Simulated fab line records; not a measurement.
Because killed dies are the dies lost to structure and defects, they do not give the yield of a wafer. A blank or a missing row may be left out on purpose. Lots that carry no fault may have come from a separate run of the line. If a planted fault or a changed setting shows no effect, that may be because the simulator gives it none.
The tool behind it: which one?    flow gf180mcu    12 lots with 36 wafers sampled at 6 steps, on a route of 602 steps

WHAT THE GAUGES READ, wafer by wafer
GF_STI_THK_MEAS_24.
lot   measured     on             STI_CVD_23_THK (nm)
L181  day 2 03:35  film-metro-01  653 661 656
L184  day 2 18:53  film-metro-02  648 642 650
L188  day 3 16:57  film-metro-04  652 644 646
L191  day 4 06:49  film-metro-02  662 656 651
L192  day 4 12:00  film-metro-02  642 644 644
L193  day 4 17:52  film-metro-04  643 641 644
L195  day 5 03:58  film-metro-02  659 646 655
L196  day 5 12:13  film-metro-02  637 639 635
L197  day 5 13:55  film-metro-01  642 635 636
L199  day 6 01:17  film-metro-01  655 656 661
L202  day 6 16:00  film-metro-04  638 642 643
L204  day 7 02:43  film-metro-02  645 649 642

GF_DNWELL_TW_MEAS_09.
lot   measured     on             DNWELL_TW
L181  day 2 18:26  film-metro-03  1334 1335 1329
L184  day 3 09:22  film-metro-02  1352 1350 1350
L188  day 4 09:19  film-metro-03  1343 1337 1337
L191  day 5 00:43  film-metro-03  1328 1326 1324
L192  day 5 07:13  film-metro-03  1333 1341 1329
L193  day 5 11:17  film-metro-01  1362 1364 1362
L195  day 5 21:16  film-metro-03  1335 1330 1326
L196  day 6 05:08  film-metro-01  1375 1378 1379
L197  day 6 07:29  film-metro-02  1360 1357 1364
L199  day 6 18:51  film-metro-03  1345 1346 1351
L202  day 7 10:15  film-metro-01  1362 1374 1370
L204  day 7 20:59  film-metro-02  1343 1339 1335

GF_NWELL_TW_MEAS_11.
lot   measured     on             NWELL_TW
L181  day 3 07:13  film-metro-03  1564 1568 1560
L184  day 3 22:55  film-metro-03  1555 1561 1558
L188  day 4 23:25  film-metro-01  1605 1605 1591
L191  day 5 15:29  film-metro-03  1551 1547 1548
L192  day 5 21:49  film-metro-03  1556 1552 1551
L193  day 6 02:13  film-metro-04  1564 1569 1572
L195  day 6 12:34  film-metro-04  1562 1570 1564
L196  day 6 20:53  film-metro-01  3048 3049 3040
L197  day 6 23:07  film-metro-03  1554 1561 1567
L199  day 7 10:47  film-metro-03  1546 1563 1552
L202  day 8 02:08  film-metro-03  2968 2973 2959
L204  day 8 14:19  film-metro-04  1597 1597 1593

GF_VT_IMPLANT_RS_MEAS_47: measurement is done with a four-point probe.
lot   measured      on             NWELL_RS (ohm/sq)
L181  day 7 13:50   film-metro-03  487.8 487.2 487.9
L184  day 8 09:38   film-metro-04  486.4 488.5 486.5
L188  day 9 13:44   film-metro-01  487.8 487.8 488.4
L191  day 10 10:53  film-metro-03  488.3 489.1 488.5
L192  day 10 18:21  film-metro-03  487.1 489.7 488.4
L193  day 10 22:44  film-metro-03  489.8 488.7 489.2
L195  day 11 09:37  film-metro-01  491.2 490.6 490.6
L196  day 11 20:04  film-metro-01  185.4 185.0 184.8
L197  day 11 23:13  film-metro-01  486.8 486.3 488.3
L199  day 12 10:43  film-metro-01  486.2 486.8 486.8
L202  day 13 04:37  film-metro-03  185.2 185.1 185.1
L204  day 13 19:40  film-metro-01  488.5 488.5 487.7

TOOL THAT RAN EACH LOT (tool first, then ch and the chambers of the sampled wafers, then the start)
lot   GF_NWELL_IMPLANT_08             GF_VT_IMPLANT_STRIP_31
L181  implanter-01 ch 0, day 3 06:49  plasma-asher-01 ch 1, day 6 21:34
L184  implanter-04 ch 0, day 3 22:31  plasma-asher-01 ch 0,1, day 7 15:55
L188  implanter-03 ch 0, day 4 23:01  plasma-asher-03 ch 1, day 8 20:37
L191  implanter-04 ch 0, day 5 15:07  plasma-asher-01 ch 0,1, day 9 16:39
L192  implanter-01 ch 0, day 5 21:25  plasma-asher-04 ch 0,1, day 10 00:19
L193  implanter-04 ch 0, day 6 01:49  plasma-asher-03 ch 0,1, day 10 04:49
L195  implanter-01 ch 0, day 6 11:52  plasma-asher-03 ch 0,1, day 10 16:31
L196  implanter-01 ch 0, day 6 20:29  plasma-asher-03 ch 0,1, day 11 02:13
L197  implanter-03 ch 0, day 6 22:44  plasma-asher-03 ch 0,1, day 11 04:43
L199  implanter-04 ch 0, day 7 10:23  plasma-asher-04 ch 0,1, day 11 16:19
L202  implanter-01 ch 0, day 8 01:47  plasma-asher-03 ch 0,1, day 12 09:39
L204  implanter-04 ch 0, day 8 13:56  plasma-asher-03 ch 0,1, day 13 00:46
- GF_NWELL_IMPLANT_08
- GF_VT_IMPLANT_STRIP_31: strips in O2/N2.

AS READ BY THE TOOLS THEMSELVES (means over the sampled wafers that have a number; for cases with no such wafer, the mark the record gives instead)
GF_NWELL_IMPLANT_08.
lot   tool          beam-on-s (s)  dose-ions-cm2  faraday-current-uA
L181  implanter-01  10.05          1.4993e+13     84.1
L184  implanter-04  9.78           1.4972e+13     86.5
L188  implanter-03  10.04          1.5004e+13     84.2
L191  implanter-04  10.10          1.4992e+13     83.9
L192  implanter-01  10.15          1.5011e+13     83.5
L193  implanter-04  9.75           1.4999e+13     86.8
L195  implanter-01  10.03          1.4989e+13     84.1
L196  implanter-01  52.33          1.2628e+14     136.2
L197  implanter-03  10.13          1.4998e+13     83.1
L199  implanter-04  10.17          1.4997e+13     83.3
L202  implanter-01  51.97          1.2631e+14     137.0
L204  implanter-04  10.23          1.5004e+13     82.5

GF_VT_IMPLANT_STRIP_31.
lot   tool             drypump-motor-current-A (A)  heater-power-w (W)  o2-flow-sccm (sccm)  oes-product-au (a.u.)  strip-time-to-endpoint-s (s)
L181  plasma-asher-01  5.84                         286                 3004                 0.720                  12.59
L184  plasma-asher-01  5.44                         339                 3011                 0.718                  12.61
L188  plasma-asher-03  5.58                         310                 3001                 0.717                  12.63
L191  plasma-asher-01  5.44                         340                 3001                 0.711                  12.65
L192  plasma-asher-04  5.50                         294                 2993                 0.716                  12.64
L193  plasma-asher-03  5.47                         325                 2999                 0.712                  12.63
L195  plasma-asher-03  5.46                         330                 3004                 0.723                  12.67
L196  plasma-asher-03  5.45                         328                 2998                 0.711                  12.63
L197  plasma-asher-03  5.34                         343                 3007                 0.716                  12.63
L199  plasma-asher-04  5.47                         295                 3005                 0.713                  12.63
L202  plasma-asher-03  5.46                         328                 2998                 0.715                  12.70
L204  plasma-asher-03  5.33                         345                 2988                 0.718                  12.64

THE ANSWER, worked out from the rows above alone
Rule: usual is defined by the lots themselves. The widest of any qualifying gaps counts: lots, ordered by their means at a reading, are off when they make up no more than a third of the lots, leave a main group of 4 or more, and stand apart from it by 3 or more times the standard deviation of that group's means. Not used: any main group whose means are identical at the precision the tables above print for the reading. Also off: a lot with no number at a reading for which 4 or more lots have one. Where the step has rows for the other lots, those lots are counted as sound. First the gauges in route order, then the tools' own readings, where a lot's mean is used as printed above. At the first step where some lot is off, the reading lying furthest off is the one used; lots without a number count as furthest.
Off: L196, L202, seen at GF_NWELL_TW_MEAS_11 (NWELL_TW). The main group has a mean of 1567 with a standard deviation of 17.
If a tool, at a process step before that reading, ran all the lots that are off and no sound lot after the first of them, it fits. The gauges at GF_NWELL_TW_MEAS_11 aren't tried: what is off there is off at GF_NWELL_IMPLANT_08 too, on other tools, and a gauge's error can't cause that. One fits: implanter-01 at GF_NWELL_IMPLANT_08. Its last sound lot is L195 (day 6 11:52), its first lot that is off L196 (day 6 20:29): a fault that began between those two fits.
The tool's own readings at GF_NWELL_IMPLANT_08 bear it out: on the lots that are off they differ by more than 5 times the standard deviation of the sound lots' means. beam-on-s reads 52.15 s there against 10.04 s on the sound lots; dose-ions-cm2 reads 1.2630e+14 there against 1.4996e+13 on the sound lots; faraday-current-uA reads 136.6 there against 84.2 on the sound lots.

WHAT THE SIMULATOR HAD PUT IN
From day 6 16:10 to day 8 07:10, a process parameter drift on implanter-01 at GF_NWELL_IMPLANT_08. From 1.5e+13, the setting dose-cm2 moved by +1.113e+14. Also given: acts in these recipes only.
Shown lots that were struck: L196, L202. The rule above found the same.
